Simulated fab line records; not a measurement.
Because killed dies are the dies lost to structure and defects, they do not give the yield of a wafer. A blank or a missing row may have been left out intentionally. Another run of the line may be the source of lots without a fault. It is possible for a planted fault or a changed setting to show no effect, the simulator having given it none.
A lot that was struck, set against a sound lot ; flow sfqLine ; 17 steps out of a route of 325
Sound: wafers L259.1, L259.2, L259.6. Struck: wafer L273.6 (left out: L273.1, L273.2 of the same lot, which were not struck); the cause appears at the end.
Order at every step that has rows: each side's tool, ch and its chambers, its first start. Under that, the readings that differ: sound wafers ; struck wafers ; difference of the means ; sigmas: that difference in standard deviations of wafers without a fault.
alike: a reading whose means differ by less than 2 such deviations, as well as words and numbers matching on both sides. not compared: withheld readings; readings where some wafer has no value; bounds like >300 that might hide an equal value; numbers whose values overlap and for which the record gives no deviation.
The two part at a step that has a row with sigmas, a row that says differs or no value, or rows on one side only. Non-overlapping numbers with no deviation appear without sigmas and do not part them. A reading missing from all wafers of one side parts the sides only when that side holds two or more wafers.

SFQ_TRILAYER_I7_VIA_STRIP_STRIP_191: strips in O2.
  sound on rieMetal-03 ch 0,1, day 72 08:30; struck on rieMetal-02 ch 1, day 80 12:54
  alike: drypumpMotorCurrentA, oesProductAu
  not compared: rfHoursCounterH
then, 8 steps without rows for these wafers: SFQ_TRILAYER_I7_VIA_STRIP_SOLV_CLEAN_192 (cleans in NMP, time 600 s); SFQ_TRILAYER_M8_LITHO_LOR_COAT_197; SFQ_TRILAYER_M8_LITHO_LOR_BAKE_198; SFQ_TRILAYER_M8_LITHO_COAT_193 (resist thk 600 nm); SFQ_TRILAYER_M8_LITHO_SOFTBAKE_199; SFQ_TRILAYER_M8_LITHO_EXPOSE_194 (exposes mask M8, target cd 2000 nm); SFQ_TRILAYER_M8_LITHO_PEB_196 (peb time 60 s); SFQ_TRILAYER_M8_LITHO_DEVELOP_195 (img clear 15 s, time 55 s).
-- the record jumps here: 4 days lie between the struck wafers' starts before and after --
SFQ_M8_OVL_MEAS_948:
  struck on overlay-01, day 84 02:14; sound on overlay-02, day 75 14:26
  alike: M8_OVL
then, 2 steps without rows for these wafers: SFQ_TRILAYER_M8_DEP_EVAP_197 (material Ti, target thk 20 nm, time 100 s); SFQ_TRILAYER_M8_DEP_EVAP_198 (material Pt, target thk 50 nm, time 250 s).
SFQ_TRILAYER_M8_DEP_EVAP_196: material Au, target thk 180 nm, time 900 s.
  struck on pvdSputter-02, day 84 02:30; sound on pvdSputter-02, day 75 14:42
reading;sound;struck;difference;sigmas
model.Au_of_TRILAYER_M8_DEP_EVAP_196.thkNm (nm);180.6 180 178;175.9;-3.6;
SFQ_M8_RS_MEAS_949: uses a four-point probe to measure.
  struck on filmMetro-01, day 84 03:01; sound on filmMetro-01, day 75 15:13
  alike: M8_AU_RS
SFQ_M8_THK_MEAS_950: measures by xrf.
  struck on filmMetro-01, day 84 03:08; sound on filmMetro-01, day 75 15:20
reading;sound;struck;difference;sigmas
M8_AU_THK (nm);175.4 174.6 173.3;169.3;-5.1;-2
then, 1 step without rows for these wafers: SFQ_TRILAYER_M8_LIFTOFF_LIFTOFF_197 (chemistry NMP, time 600 s).
SFQ_M8_BOW_MEAS_951:
  struck on filmMetro-02, day 84 03:22; sound on filmMetro-02, day 75 15:34
reading;sound;struck;difference;sigmas
model.etest.m8.ohmSq;0.1533 0.1537 0.1555;0.1573;+0.0031;
  alike: M8_BOW

WHERE THEY PART
At SFQ_M8_THK_MEAS_950 and nowhere else, as far as this record goes. Later steps at which nothing parts them and some readings are alike: SFQ_M8_BOW_MEAS_951.

WHY: what the simulator had put in
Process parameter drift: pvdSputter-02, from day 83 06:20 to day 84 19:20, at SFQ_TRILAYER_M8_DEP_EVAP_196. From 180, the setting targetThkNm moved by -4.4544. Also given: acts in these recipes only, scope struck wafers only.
